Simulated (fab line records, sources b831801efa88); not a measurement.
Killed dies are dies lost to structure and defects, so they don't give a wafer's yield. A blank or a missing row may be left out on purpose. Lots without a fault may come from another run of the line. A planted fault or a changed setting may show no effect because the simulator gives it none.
fab line records | flow sfq_line
record lots=5 wafers=15 last_day=83
route steps=325 shown M5@198 A5B@209 R5@212 I5@228
lots that met no fault: from a run of the same line without faults
start_h: hours from the record's first day to the start of the lot's first wafer shown | wait_h: hours since the lot's step before | " the same as in the row above | L1.1+2: a row that stands for several wafers | - no value, or no start given | * or withheld: withheld | < > ~ a bound
route shown NAME@n: a module of which the file shows steps, and the number in the route of the first | usual: mean/standard deviation of fault-free wafers | same: alike in all rows | chamber/n: place in a boat | sites: the reading at each site | _std_site: their standard deviation | _edge_site: outer sites' mean less inner sites' | radius_mm: how far each site lies from the wafer's centre | mask NAME#n: copy n | behind: the tool/chamber that last shaped the wafer | hold: why the lot was held/for how many hours/how that ended | device: the transistor (n, p or np) that didn't switch | end of line: the same wafers' tests at the end of the route | a step without rows: its recipe alone | killed: dies lost to structure and defects at the first sort, not the wafer's yield | map: a wafer's dies, x killed, . not, _ none there
set.NAME: the setting as run; set.NAME@STEP: as run at that earlier step | model.NAME: the simulator's own value behind a step, which no gauge read
lots at some steps of the route; a table a step, a row a wafer
services: from which hour (start_h, from the record's first day; less than 0 if before it) a tool's chamber was out of use, for how many hours, and why
## steps
# step SFQ_TRILAYER_M5_LITHO_COAT_128
# recipe resist=BARC spin_rpm=3000 resist_thk_nm=62
# columns lot.wafer tool chamber start_h wait_h
L074.1+3+6 litho_track-04 0 969.96 0.0
L086.1+4+6 litho_track-02 0 1217.34 0.0
L089.1+3+5 litho_track-02 0 1234.11 0.0
L093.1+5+6 litho_track-02 0 1255.01 0.0
L096.2+3+4 litho_track-04 0 1271.86 0.1
# step SFQ_TRILAYER_M5_LITHO_COAT_123
# recipe resist=KrF spin_rpm=3000 resist_thk_nm=600
# columns lot.wafer tool chamber start_h wait_h
L074.1+3+6 litho_track-04 0 970.26 0.2
L086.1+4+6 litho_track-02 0 1217.64 0.2
L089.1+3+5 litho_track-02 0 1234.41 0.2
L093.1+5+6 litho_track-02 0 1255.31 0.2
L096.2+3+4 litho_track-04 0 1272.16 0.2
# step SFQ_TRILAYER_M5_LITHO_SOFTBAKE_127
# recipe temp_c=withheld time_s=withheld resist=KrF
# columns lot.wafer tool chamber start_h wait_h
L074.1+3+6 litho_track-04 0 970.56 0.2
L086.1+4+6 litho_track-02 0 1217.94 0.2
L089.1+3+5 litho_track-02 0 1234.71 0.2
L093.1+5+6 litho_track-02 0 1255.61 0.2
L096.2+3+4 litho_track-04 0 1272.43 0.2
# step SFQ_TRILAYER_M5_LITHO_EXPOSE_124
# recipe mask_id=M5 na=0.6 source_shape=conventional sigma_outer=0.65 target_cd_nm=700 dose_mj=14.4
# columns lot.wafer tool chamber start_h wait_h mask
L074.1+3+6 krf_scanner-01 0 1108.39 - M5#0
L086.1+4+6 krf_scanner-01 0 1341.44 - M5#0
L089.1+3+5 krf_scanner-02 0 1360.56 - M5#0
L093.1+5+6 krf_scanner-01 0 1382.80 - M5#0
L096.2+3+4 krf_scanner-01 0 1396.20 - M5#0
# step SFQ_TRILAYER_M5_LITHO_PEB_126
# recipe peb_temp_c=115 peb_time_s=60 resist=KrF
# columns lot.wafer tool chamber start_h wait_h
L074.1+3+6 litho_track-04 0 1109.59 1.0
L086.1+4+6 litho_track-02 0 1342.64 1.0
L089.1+3+5 litho_track-04 0 1361.76 1.0
L093.1+5+6 litho_track-04 0 1384.00 1.0
L096.2+3+4 litho_track-04 0 1397.22 0.8
# step SFQ_TRILAYER_M5_LITHO_DEVELOP_125
# recipe time_s=60 resist=KrF
# columns lot.wafer tool chamber start_h wait_h
L074.1+3+6 litho_track-04 0 1109.74 0.1
L086.1+4+6 litho_track-02 0 1342.79 0.1
L089.1+3+5 litho_track-04 0 1361.91 0.1
L093.1+5+6 litho_track-04 0 1384.15 0.1
L096.2+3+4 litho_track-04 0 1397.37 0.1
# step SFQ_M5_OVL_MEAS_932
# usual M5_OVL=-1/5.4
# columns lot.wafer tool chamber start_h wait_h M5_OVL[nm]
L074.1 overlay-01 - 1109.89 0.1 4
L074.3 " - " " -7
L074.6 " - " " -6
L086.1 overlay-01 - 1342.94 0.1 6
L086.4 " - " " 1
L086.6 " - " " 5
L089.1 overlay-01 - 1362.06 0.1 -2
L089.3 " - " " -5
L089.5 " - " " -1
L093.1 overlay-02 - 1384.30 0.1 -6
L093.5 " - " " -1
L093.6 " - " " 0
L096.2 overlay-02 - 1397.50 0.1 -1
L096.3 " - " " -4
L096.4 " - " " 0
# step SFQ_TRILAYER_M5_BARC_OPEN_METAL_ETCH_161
# recipe mask_material=PR chemistry=O2 target_depth_nm=125 target=BARC icp_w=600 bias_w=80 pressure_mtorr=10 time_s=41.7
# usual drypump_motor_current_A=5.30/0.28 oes_product_au=0.685/0.0046
# columns lot.wafer tool chamber start_h wait_h drypump_motor_current_A oes_product_au rf_hours_counter_h
L074.1 rie_metal-04 0 1109.92 0.0 5.03 0.689 81
L074.3 " 0 " " 5.06 0.686 -
L074.6 " 0 " " 5.04 0.685 -
L086.1 rie_metal-04 1 1342.98 0.0 5.48 0.678 141
L086.4 " 1 " " 5.47 0.687 -
L086.6 " 0 " " 5.05 0.686 -
L089.1 rie_metal-03 1 1362.09 0.0 5.83 0.688 50
L089.3 " 1 " " 5.77 0.674 -
L089.5 " 1 " " 5.79 0.682 -
L093.1 rie_metal-02 1 1384.33 0.0 5.27 0.685 121
L093.5 " 1 " " 5.27 0.684 -
L093.6 " 0 " " 5.28 0.689 -
L096.2 rie_metal-02 0 1397.53 0.0 5.28 0.692 80
L096.3 " 0 " " 5.29 0.689 -
L096.4 " 1 " " 5.26 0.675 -
# step SFQ_TRILAYER_M5_ETCH_METAL_ETCH_126
# recipe target=Nb stop_on=SiO2 mask_material=PR over_etch_frac=0.15 time_s=203.2 chemistry=Cl2/BCl3 target_depth_nm=265 icp_w=600 bias_w=80 pressure_mtorr=10
# usual drypump_motor_current_A=5.30/0.28 oes_product_au=0.729/0.0059
# columns lot.wafer tool chamber start_h wait_h drypump_motor_current_A oes_product_au rf_hours_counter_h
L074.1 rie_metal-04 0 1109.98 0.0 5.06 0.728 81
L074.3 " 0 " " 5.04 0.734 -
L074.6 " 0 " " 5.04 0.749 -
L086.1 rie_metal-04 1 1343.04 0.0 5.46 0.734 141
L086.4 " 1 " " 5.45 0.728 -
L086.6 " 0 " " 5.03 0.739 -
L089.1 rie_metal-03 1 1362.21 0.1 5.74 0.718 50
L089.3 " 1 " " 5.72 0.725 -
L089.5 " 1 " " 5.76 0.724 -
L093.1 rie_metal-02 1 1384.39 0.0 5.29 0.730 121
L093.5 " 1 " " 5.27 0.729 -
L093.6 " 0 " " 5.28 0.724 -
L096.2 rie_metal-02 0 1397.59 0.0 5.28 0.732 80
L096.3 " 0 " " 5.30 0.730 -
L096.4 " 1 " " 5.29 0.731 -
# step SFQ_TRILAYER_M5_STRIP_STRIP_127
# recipe gas=O2 power_w=200 platen_temp_c=40 overash_fraction=0.65 chemistry=O2 pressure_mtorr=50
# usual drypump_motor_current_A=5.30/0.28 oes_product_au=1.000/0.0079
# columns lot.wafer tool chamber start_h wait_h drypump_motor_current_A oes_product_au rf_hours_counter_h
L074.1 rie_metal-04 0 1110.18 0.1 5.04 0.997 81
L074.3 " 0 " " 5.03 0.994 -
L074.6 " 0 " " 5.03 0.997 -
L086.1 rie_metal-04 1 1343.23 0.1 5.44 0.987 141
L086.4 " 1 " " 5.44 1.005 -
L086.6 " 0 " " 5.04 0.992 -
L089.1 rie_metal-03 1 1362.60 0.3 5.77 1.005 50
L089.3 " 1 " " 5.75 1.006 -
L089.5 " 1 " " 5.76 1.012 -
L093.1 rie_metal-02 1 1384.59 0.1 5.29 0.990 121
L093.5 " 1 " " 5.30 1.001 -
L093.6 " 0 " " 5.28 1.014 -
L096.2 rie_metal-02 0 1397.79 0.1 5.29 1.003 80
L096.3 " 0 " " 5.30 0.999 -
L096.4 " 1 " " 5.26 0.987 -
# step SFQ_TRILAYER_M5_STRIP_SOLV_CLEAN_128
# recipe chemistry=NMP temp_c=70 time_s=600
# columns lot.wafer tool chamber start_h wait_h
L074.1+3+6 wet_bench-01 0,7,2 1110.78 0.4
L086.1+4+6 wet_bench-01 7,2,6 1343.83 0.4
L089.1+3+5 wet_bench-04 5,4,6 1363.80 1.0
L093.1+5+6 wet_bench-04 1,7,3 1385.19 0.4
L096.2+3+4 wet_bench-01 4,0,3 1398.39 0.4
# step SFQ_TRILAYER_A5B_DEP_PECVD_129
# recipe material=SiO2 temp_c=150 time_s=127.9 pressure_torr=2.4 rf_w=183.3 precursor=SiH4/N2O target_thk_nm=600
# usual chamber_pressure_Torr=2.400/0.0056 heater_power_w=83/9.1 throttle_valve_pct=24.9/1.4
# columns lot.wafer tool chamber start_h wait_h chamber_pressure_Torr heater_power_w throttle_valve_pct
L074.1 pecvd-01 1 1110.95 0.0 2.406 87 24.4
L074.3 " 2 " " 2.403 71 24.7
L074.6 " 2 " " 2.401 75 24.8
L086.1 pecvd-02 2 1344.01 0.0 2.395 78 24.9
L086.4 " 1 " " 2.398 81 24.1
L086.6 " 2 " " 2.394 83 24.9
L089.1 pecvd-02 0 1364.15 0.0 2.398 83 27.6
L089.3 " 1 " " 2.392 77 24.3
L089.5 " 1 " " 2.395 80 24.2
L093.1 pecvd-02 2 1385.36 0.0 2.399 82 25.1
L093.5 " 0 " " 2.408 90 27.5
L093.6 " 1 " " 2.397 68 24.4
L096.2 pecvd-01 1 1398.56 0.0 2.402 88 24.9
L096.3 " 2 " " 2.407 77 25.3
L096.4 " 0 " " 2.401 76 25.1
# step SFQ_TRILAYER_A5B_CMP_CMP_130
# recipe stop_on=Nb down_force_psi=3 platen_rpm=60 target_thk_nm=340.7
# usual head_pressure_psi=2.999/0.0053 motor_current_A=9.3/0.63
# columns lot.wafer tool chamber start_h wait_h head_pressure_psi motor_current_A
L074.3 cmp-02 3 1114.27 3.3 2.990 8.4
L074.1 " 0 " " 2.991 8.3
L074.6 " 3 1116.27 5.2 3.001 8.9
L086.4 cmp-02 0 1352.56 8.5 2.997 9.3
L086.1 " 2 1353.56 9.5 3.005 8.9
L086.6 " 0 1354.56 10.5 3.006 9.1
L089.1 cmp-01 1 1381.36 17.2 3.001 9.7
L089.3 " 3 1382.36 18.2 3.002 10.4
L089.5 " 0 " " 2.999 8.9
L093.1 cmp-02 0 1402.76 17.4 2.999 9.0
L093.6 " 1 " " 2.993 9.7
L093.5 " 2 " " 3.001 8.8
L096.3 cmp-01 3 1408.36 9.8 2.999 10.2
L096.4 " 0 " " 2.999 9.0
L096.2 " 1 " " 3.003 9.6
# step SFQ_TRILAYER_A5B_METRO_MEASURE_131
# usual thk_nm=342/4.8
# columns lot.wafer tool chamber start_h wait_h thk_nm
L074.1 film_metro-02 - 1117.27 2.0 341
L074.3 " - " " 337
L074.6 " - " " 334
L086.1 film_metro-02 - 1355.56 1.5 341
L086.4 " - " " 350
L086.6 " - " " 346
L089.1 film_metro-01 - 1383.86 2.0 336
L089.3 " - " " 335
L089.5 " - " " 337
L093.1 film_metro-03 - 1404.26 1.0 337
L093.5 " - " " 333
L093.6 " - " " 340
L096.2 film_metro-02 - 1411.06 1.2 340
L096.3 " - " " 344
L096.4 " - " " 341
# step SFQ_TRILAYER_R5_DEP_SPUTTER_132
# recipe material=Ti base_pressure_pa=1.33e-06 target_thk_nm=5 power_w=2000 time_s=5 chamber_pressure_pa=0.4
# usual throttle_valve_pct=29.8/0.96
# columns lot.wafer tool chamber start_h wait_h throttle_valve_pct
L074.1 pvd_sputter-05 - 1118.47 1.0 29.7
L074.3 " - " " 28.5
L074.6 " - " " 30.3
L086.1 pvd_sputter-05 - 1356.76 1.0 30.7
L086.4 " - " " 29.8
L086.6 " - " " 30.3
L089.1 pvd_sputter-04 - 1385.06 1.0 30.6
L089.3 " - " " 30.6
L089.5 " - " " 30.8
L093.1 pvd_sputter-04 - 1405.46 1.0 30.6
L093.5 " - " " 30.7
L093.6 " - " " 30.7
L096.2 pvd_sputter-06 - 1412.06 0.8 28.9
L096.3 " - " " 30.4
L096.4 " - " " 28.4
# step SFQ_TRILAYER_R5_DEP_SPUTTER_133
# recipe material=MoNx base_pressure_pa=1.33e-06 target_thk_nm=40 power_w=1000 time_s=66.7 chamber_pressure_pa=0.4
# usual throttle_valve_pct=29.8/0.98
# columns lot.wafer tool chamber start_h wait_h throttle_valve_pct
L074.1 pvd_sputter-05 - 1118.49 0.0 29.8
L074.3 " - " " 28.4
L074.6 " - " " 30.4
L086.1 pvd_sputter-05 - 1356.78 0.0 30.4
L086.4 " - " " 29.5
L086.6 " - " " 30.3
L089.1 pvd_sputter-04 - 1385.08 0.0 30.7
L089.3 " - " " 30.8
L089.5 " - " " 30.9
L093.1 pvd_sputter-04 - 1405.48 0.0 30.6
L093.5 " - " " 31.0
L093.6 " - " " 30.9
L096.2 pvd_sputter-06 - 1412.08 0.0 28.6
L096.3 " - " " 30.7
L096.4 " - " " 28.4
# step SFQ_TRILAYER_R5_DEP_SPUTTER_134
# recipe material=Ti base_pressure_pa=1.33e-06 target_thk_nm=5 power_w=2000 time_s=5 chamber_pressure_pa=0.4
# usual throttle_valve_pct=29.8/0.98
# columns lot.wafer tool chamber start_h wait_h throttle_valve_pct
L074.1 pvd_sputter-05 - 1118.54 0.0 29.9
L074.3 " - " " 28.3
L074.6 " - " " 30.3
L086.1 pvd_sputter-05 - 1356.83 0.0 30.2
L086.4 " - " " 29.5
L086.6 " - " " 30.5
L089.1 pvd_sputter-04 - 1385.14 0.0 30.8
L089.3 " - " " 30.6
L089.5 " - " " 31.0
L093.1 pvd_sputter-04 - 1405.54 0.0 30.5
L093.5 " - " " 31.1
L093.6 " - " " 30.9
L096.2 pvd_sputter-06 - 1412.14 0.0 28.9
L096.3 " - " " 30.6
L096.4 " - " " 28.3
# step SFQ_R5_RS_MEAS_933
# recipe thk_meas_gauge=four-point-probe reads=Ti_of_TRILAYER_R5_DEP_SPUTTER_134+MoNx_of_TRILAYER_R5_DEP_SPUTTER_133+Ti_of_TRILAYER_R5_DEP_SPUTTER_132
# usual R5_MONX_RS=7.07/0.067
# columns lot.wafer tool chamber start_h wait_h R5_MONX_RS[ohm/sq]
L074.1 film_metro-02 - 1118.56 0.0 7.17
L074.3 " - " " 7.12
L074.6 " - " " 7.15
L086.1 film_metro-01 - 1356.85 0.0 7.00
L086.4 " - " " 7.08
L086.6 " - " " 6.94
L089.1 film_metro-04 - 1385.16 0.0 7.05
L089.3 " - " " 7.04
L089.5 " - " " 7.03
L093.1 film_metro-01 - 1405.56 0.0 7.06
L093.5 " - " " 7.03
L093.6 " - " " 7.09
L096.2 film_metro-04 - 1412.18 0.0 7.07
L096.3 " - " " 6.99
L096.4 " - " " 7.06
# step SFQ_R5_THK_MEAS_934
# recipe thk_meas_gauge=xrf reads=MoNx_of_TRILAYER_R5_DEP_SPUTTER_133
# usual R5_MONX_THK=39.7/0.43
# columns lot.wafer tool chamber start_h wait_h R5_MONX_THK[nm]
L074.1 film_metro-02 - 1118.68 0.1 39.1
L074.3 " - " " 39.6
L074.6 " - " " 39.5
L086.1 film_metro-01 - 1356.97 0.1 39.8
L086.4 " - " " 39.6
L086.6 " - " " 40.2
L089.1 film_metro-04 - 1385.28 0.1 39.9
L089.3 " - " " 39.9
L089.5 " - " " 39.8
L093.1 film_metro-01 - 1405.68 0.1 39.3
L093.5 " - " " 39.7
L093.6 " - " " 39.3
L096.2 film_metro-04 - 1412.29 0.1 40.0
L096.3 " - " " 40.0
L096.4 " - " " 39.7
# step SFQ_TRILAYER_R5_LITHO_COAT_141
# recipe resist=BARC spin_rpm=3000 resist_thk_nm=62
# columns lot.wafer tool chamber start_h wait_h
L074.1+3+6 litho_track-02 0 1118.74 0.1
L086.1+4+6 litho_track-02 0 1357.03 0.1
L089.1+3+5 litho_track-02 0 1385.34 0.1
L093.1+5+6 litho_track-01 0 1405.74 0.1
L096.2+3+4 litho_track-03 0 1412.39 0.1
# step SFQ_TRILAYER_R5_LITHO_COAT_136
# recipe resist=KrF spin_rpm=3000 resist_thk_nm=600
# columns lot.wafer tool chamber start_h wait_h
L074.1+3+6 litho_track-02 0 1119.04 0.2
L086.1+4+6 litho_track-02 0 1357.33 0.2
L089.1+3+5 litho_track-02 0 1385.64 0.2
L093.1+5+6 litho_track-01 0 1406.04 0.2
L096.2+3+4 litho_track-03 0 1412.69 0.2
# step SFQ_TRILAYER_R5_LITHO_SOFTBAKE_140
# recipe temp_c=withheld time_s=withheld resist=KrF
# columns lot.wafer tool chamber start_h wait_h
L074.1+3+6 litho_track-02 0 1119.34 0.2
L086.1+4+6 litho_track-02 0 1357.63 0.2
L089.1+3+5 litho_track-02 0 1385.94 0.2
L093.1+5+6 litho_track-01 0 1406.34 0.2
L096.2+3+4 litho_track-03 0 1412.96 0.2
# step SFQ_TRILAYER_R5_LITHO_EXPOSE_137
# recipe mask_id=R5 na=0.6 source_shape=conventional sigma_outer=0.65 target_cd_nm=500 dose_mj=14.4
# columns lot.wafer tool chamber start_h wait_h mask
L074.1+3+6 krf_scanner-02 0 1233.28 - R5#0
L086.1+4+6 krf_scanner-01 0 1465.60 - R5#0
L089.1+3+5 krf_scanner-02 0 1495.51 - R5#0
L093.1+5+6 krf_scanner-02 0 1519.50 - R5#0
L096.2+3+4 krf_scanner-02 0 1528.10 - R5#0
# step SFQ_TRILAYER_R5_LITHO_PEB_139
# recipe peb_temp_c=115 peb_time_s=60 resist=KrF
# columns lot.wafer tool chamber start_h wait_h
L074.1+3+6 litho_track-03 0 1234.48 1.0
L086.1+4+6 litho_track-01 0 1466.80 1.0
L089.1+3+5 litho_track-01 0 1496.71 1.0
L093.1+5+6 litho_track-03 0 1520.70 1.0
L096.2+3+4 litho_track-01 0 1529.12 0.8
# step SFQ_TRILAYER_R5_LITHO_DEVELOP_138
# recipe time_s=60 resist=KrF
# columns lot.wafer tool chamber start_h wait_h
L074.1+3+6 litho_track-03 0 1234.63 0.1
L086.1+4+6 litho_track-01 0 1466.95 0.1
L089.1+3+5 litho_track-01 0 1496.86 0.1
L093.1+5+6 litho_track-03 0 1520.85 0.1
L096.2+3+4 litho_track-01 0 1529.27 0.1
# step SFQ_R5_OVL_MEAS_935
# usual R5_OVL=-5/5.7
# columns lot.wafer tool chamber start_h wait_h R5_OVL[nm]
L074.1 overlay-02 - 1234.78 0.1 -1
L074.3 " - " " -4
L074.6 " - " " -2
L086.1 overlay-02 - 1467.10 0.1 1
L086.4 " - " " -5
L086.6 " - " " -4
L089.1 overlay-02 - 1497.01 0.1 7
L089.3 " - " " 10
L089.5 " - " " 4
L093.1 overlay-02 - 1521.00 0.1 -11
L093.5 " - " " -10
L093.6 " - " " -11
L096.2 overlay-01 - 1529.40 0.1 -10
L096.3 " - " " -10
L096.4 " - " " -9
# step SFQ_TRILAYER_R5_BARC_OPEN_METAL_ETCH_177
# recipe mask_material=PR chemistry=O2 target_depth_nm=125 target=BARC icp_w=600 bias_w=80 pressure_mtorr=10 time_s=41.7
# usual drypump_motor_current_A=5.32/0.17 oes_product_au=0.686/0.0047
# columns lot.wafer tool chamber start_h wait_h drypump_motor_current_A oes_product_au rf_hours_counter_h
L074.1 rie_metal-02 1 1234.82 0.0 5.30 0.685 98
L074.3 " 0 " " 5.28 0.691 -
L074.6 " 1 " " 5.26 0.687 -
L086.1 rie_metal-01 1 1467.13 0.0 5.59 0.691 87
L086.4 " 0 " " 5.18 0.683 -
L086.6 " 1 " " 5.60 0.677 -
L089.1 rie_metal-01 0 1497.05 0.0 5.20 0.688 113
L089.3 " 1 " " 5.63 0.683 -
L089.5 " 1 " " 5.65 0.673 -
L093.1 rie_metal-02 0 1521.03 0.0 5.28 0.686 98
L093.5 " 1 " " 5.28 0.679 -
L093.6 " 0 " " 5.28 0.688 -
L096.2 rie_metal-01 0 1529.43 0.0 5.21 0.690 116
L096.3 " 0 " " 5.19 0.693 -
L096.4 " 1 " " 5.64 0.686 -
# step SFQ_TRILAYER_R5_ETCH_METAL_ETCH_139
# recipe stop_on=SiO2 mask_material=PR chemistry=Cl2 target_depth_nm=60 icp_w=608.7 bias_w=80 pressure_mtorr=10 time_s=40
# usual drypump_motor_current_A=5.33/0.18 oes_product_au=0.994/0.005
# columns lot.wafer tool chamber start_h wait_h drypump_motor_current_A oes_product_au rf_hours_counter_h
L074.1 rie_metal-02 1 1234.88 0.0 5.25 0.993 98
L074.3 " 0 " " 5.31 0.999 -
L074.6 " 1 " " 5.25 0.995 -
L086.1 rie_metal-01 1 1467.19 0.0 5.60 0.996 87
L086.4 " 0 " " 5.20 0.997 -
L086.6 " 1 " " 5.61 1.003 -
L089.1 rie_metal-01 0 1497.11 0.0 5.21 0.999 113
L089.3 " 1 " " 5.62 0.995 -
L089.5 " 1 " " 5.64 1.007 -
L093.1 rie_metal-02 0 1521.09 0.0 5.28 0.996 98
L093.5 " 1 " " 5.27 0.994 -
L093.6 " 0 " " 5.29 0.990 -
L096.2 rie_metal-01 0 1529.49 0.0 5.19 0.991 116
L096.3 " 0 " " 5.19 0.995 -
L096.4 " 1 " " 5.61 0.997 -
# step SFQ_TRILAYER_R5_STRIP_STRIP_140
# recipe gas=O2 power_w=200 platen_temp_c=40 overash_fraction=0.65 chemistry=O2 pressure_mtorr=50
# usual drypump_motor_current_A=5.33/0.18 oes_product_au=1.000/0.0071
# columns lot.wafer tool chamber start_h wait_h drypump_motor_current_A oes_product_au rf_hours_counter_h
L074.1 rie_metal-02 1 1234.94 0.0 5.29 1.006 98
L074.3 " 0 " " 5.29 1.002 -
L074.6 " 1 " " 5.25 0.991 -
L086.1 rie_metal-01 1 1467.25 0.0 5.62 1.003 87
L086.4 " 0 " " 5.20 0.999 -
L086.6 " 1 " " 5.63 1.001 -
L089.1 rie_metal-01 0 1497.16 0.0 5.18 0.994 113
L089.3 " 1 " " 5.65 1.007 -
L089.5 " 1 " " 5.61 1.018 -
L093.1 rie_metal-02 0 1521.15 0.0 5.27 0.997 98
L093.5 " 1 " " 5.25 0.994 -
L093.6 " 0 " " 5.31 0.991 -
L096.2 rie_metal-01 0 1529.55 0.0 5.19 0.998 116
L096.3 " 0 " " 5.20 1.004 -
L096.4 " 1 " " 5.61 1.010 -
# step SFQ_TRILAYER_R5_STRIP_SOLV_CLEAN_141
# recipe chemistry=NMP temp_c=70 time_s=600
# columns lot.wafer tool chamber start_h wait_h
L074.1+3+6 wet_bench-03 1,2,4 1235.54 0.4
L086.1+4+6 wet_bench-01 1,7,2 1467.85 0.4
L089.1+3+5 wet_bench-01 0,1,6 1497.76 0.4
L093.1+5+6 wet_bench-02 0,1,7 1521.75 0.4
L096.2+3+4 wet_bench-02 2,6,7 1530.15 0.4
# step SFQ_TRILAYER_A5C_DEP_PECVD_142
# recipe material=SiO2 temp_c=150 time_s=15.556 pressure_torr=2.4 rf_w=183.3 precursor=SiH4/N2O target_thk_nm=70
# usual chamber_pressure_Torr=2.400/0.0052 heater_power_w=82/7.5 throttle_valve_pct=25.1/0.78
# columns lot.wafer tool chamber start_h wait_h chamber_pressure_Torr heater_power_w throttle_valve_pct
L074.1 pecvd-01 1 1235.73 0.0 2.392 83 24.8
L074.3 " 2 " " 2.397 75 25.2
L074.6 " 1 " " 2.395 84 25.0
L086.1 pecvd-02 2 1468.03 0.0 2.397 82 24.8
L086.4 " 2 " " 2.394 83 24.6
L086.6 " 0 " " 2.399 82 27.7
L089.1 pecvd-01 2 1497.94 0.0 2.395 77 25.5
L089.3 " 1 " " 2.404 89 25.4
L089.5 " 2 " " 2.394 77 25.7
L093.1 pecvd-01 1 1521.93 0.0 2.398 83 25.4
L093.5 " 1 " " 2.401 85 25.4
L093.6 " 2 " " 2.396 83 25.8
L096.2 pecvd-02 2 1530.50 0.0 2.390 80 25.0
L096.3 " 0 " " 2.402 84 27.4
L096.4 " 0 " " 2.399 82 27.1
# step SFQ_TRILAYER_I5_LITHO_COAT_149
# recipe resist=BARC spin_rpm=3000 resist_thk_nm=62
# columns lot.wafer tool chamber start_h wait_h
L074.1+3+6 litho_track-03 0 1235.76 0.0
L086.1+4+6 litho_track-01 0 1468.21 0.2
L089.1+3+5 litho_track-03 0 1497.96 0.0
L093.1+5+6 litho_track-03 0 1521.95 0.0
L096.2+3+4 litho_track-01 0 1530.58 0.1
## services
# columns tool chamber start_h hours kind
pvd_sputter-04 - 955.15 6.1 repair
pecvd-02 - 959.40 6.0 pm
krf_scanner-01 - 961.29 1.3 pm
pecvd-01 - 967.63 2.6 repair
pvd_sputter-05 - 1009.75 3.4 repair
rie_metal-04 - 1063.70 2.8 pm
rie_metal-02 0 1079.84 5.7 repair
pvd_sputter-05 - 1080.03 0.5 repair
rie_metal-02 - 1097.85 1.4 pm
pvd_sputter-05 - 1099.37 3.0 repair
rie_metal-01 - 1113.81 1.4 pm
pvd_sputter-04 - 1115.49 22.1 repair
pvd_sputter-04 - 1126.03 1.7 repair
pvd_sputter-05 - 1162.91 0.9 repair
pvd_sputter-04 - 1168.86 2.2 repair
pvd_sputter-04 - 1245.09 2.6 repair
rie_metal-02 0 1347.03 1.9 repair
rie_metal-02 1 1369.94 8.0 repair
rie_metal-01 - 1385.74 0.7 repair
rie_metal-04 0 1428.00 5.0 repair
rie_metal-01 - 1451.33 2.8 pm
pvd_sputter-05 - 1454.54 3.0 repair
pvd_sputter-04 - 1478.39 5.8 repair
pvd_sputter-05 - 1501.75 0.7 repair
## key
fault none
